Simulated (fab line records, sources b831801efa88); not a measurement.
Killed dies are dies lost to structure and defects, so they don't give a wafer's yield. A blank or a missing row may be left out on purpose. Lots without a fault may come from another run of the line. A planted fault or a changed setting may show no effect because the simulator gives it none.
Which tool did it? | flow sky130 | 14 lots, 42 wafers sampled, at 3 steps of a route of 708

WHAT THE GAUGES READ, wafer by wafer
SKY_GATE_OXIDE_TW_MEAS_14.
lot  | measured     | on            | GATE_OXIDE_TW
L349 | day 14 23:29 | film_metro-01 | 224.7 223.5 223.7
L350 | day 15 11:16 | film_metro-02 | 226.2 226.5 226.0
L351 | day 15 21:56 | film_metro-04 | 226.6 226.2 226.2
L354 | day 16 23:28 | film_metro-04 | 224.9 224.4 223.5
L356 | day 17 14:09 | film_metro-02 | 225.5 226.7 226.2
L357 | day 18 04:12 | film_metro-02 | 224.2 225.6 225.7
L360 | day 18 16:30 | film_metro-02 | 224.5 224.9 225.0
L359 | day 18 16:42 | film_metro-04 | 221.7 222.7 222.4
L361 | day 19 04:18 | film_metro-02 | 227.8 227.7 226.7
L362 | day 19 04:35 | film_metro-02 | 227.4 229.3 226.7
L363 | day 19 14:03 | film_metro-04 | 219.6 220.3 220.6
L364 | day 20 02:26 | film_metro-02 | 226.2 225.0 223.2
L366 | day 20 19:43 | film_metro-02 | 225.1 225.4 222.9
L369 | day 22 08:12 | film_metro-02 | 224.2 225.0 224.8

SKY_POLY_GATE_CD_MEAS_13: target cd 150 nm.
lot  | measured     | on        | cd_nm (nm)
L349 | day 17 23:18 | cd_sem-01 | 148.8 150.0 147.8
L350 | day 18 06:34 | cd_sem-02 | 151.7 151.7 151.9
L351 | day 18 13:58 | cd_sem-02 | 148.4 149.1 148.8
L354 | day 19 14:25 | cd_sem-01 | 149.7 150.2 149.5
L356 | day 20 20:14 | cd_sem-01 | 149.7 149.7 149.2
L357 | day 20 23:31 | cd_sem-01 | 148.4 148.9 150.6
L360 | day 21 09:36 | cd_sem-02 | 148.3 149.9 149.4
L359 | day 21 12:24 | cd_sem-01 | 149.2 149.8 150.5
L361 | day 21 21:32 | cd_sem-02 | 149.3 149.7 150.4
L362 | day 21 23:07 | cd_sem-02 | 150.4 150.8 150.4
L363 | day 22 10:53 | cd_sem-02 | 150.7 150.4 150.9
L364 | day 22 20:00 | cd_sem-01 | 151.7 151.4 151.0
L366 | day 23 12:29 | cd_sem-01 | 149.6 150.6 150.4
L369 | day 25 00:54 | cd_sem-01 | 150.8 151.2 150.9

SKY_LDD_N_OVL_MEAS_07.
lot  | measured     | on         | LDD_N_OVL (nm)
L349 | day 19 07:58 | overlay-01 | 0.2 0.1 -0.4
L350 | day 19 14:42 | overlay-02 | -2.3 -1.6 -2.8
L351 | day 19 21:17 | overlay-02 | -3.0 -2.2 -1.5
L354 | day 21 00:26 | overlay-02 | -0.6 -2.5 -2.5
L356 | day 22 05:08 | overlay-02 | -0.4 0.9 0.4
L357 | day 22 09:58 | overlay-02 | -1.8 -2.2 -1.0
L360 | day 22 17:26 | overlay-01 | 2.3 0.9 1.1
L359 | day 22 20:52 | overlay-01 | -2.1 -2.3 -1.8
L361 | day 23 05:14 | overlay-01 | -3.5 -2.3 -3.1
L362 | day 23 06:59 | overlay-01 | -1.7 -3.2 -0.9
L363 | day 23 20:52 | overlay-01 | 0.1 -0.5 -1.0
L364 | day 24 03:20 | overlay-01 | -1.3 -2.0 -0.8
L366 | day 24 18:31 | overlay-01 | -3.7 -3.4 -3.9
L369 | day 26 08:24 | overlay-02 | 1.5 0.4 0.0

WHICH TOOL RAN EACH LOT (tool, then ch and the chambers of the sampled wafers, then the start)
The record holds no process step before these readings.

WHAT THE TOOLS THEMSELVES READ (means of the sampled wafers that have a number; where no wafer has one, the mark that the record gives instead)
The record holds no such reading with a usual standard deviation.

THE ANSWER, worked out from the rows above alone
Rule: what is usual is taken from the lots themselves. Put in order of their means at a reading, lots are off if they are a third of the lots or fewer, leave a main group of 4 or more, and stand apart from it by a gap of 3 or more times the standard deviation of the main group's means; of several such gaps the widest counts. A main group whose means are all the same, to the digits that the tables above print for the reading, isn't used. A lot without any number at a reading at which 4 lots or more have one is off too. The other lots that the step has rows for count as sound. The gauges are gone through in route order, then the tools' own readings, and for those a lot's mean is taken as printed above. The first step at which some lot is off is used, and at that step the reading that is off furthest; a lot without a number counts as furthest.
No lot is off at any reading shown: from this, nothing can be told.

WHAT THE SIMULATOR HAD PUT IN
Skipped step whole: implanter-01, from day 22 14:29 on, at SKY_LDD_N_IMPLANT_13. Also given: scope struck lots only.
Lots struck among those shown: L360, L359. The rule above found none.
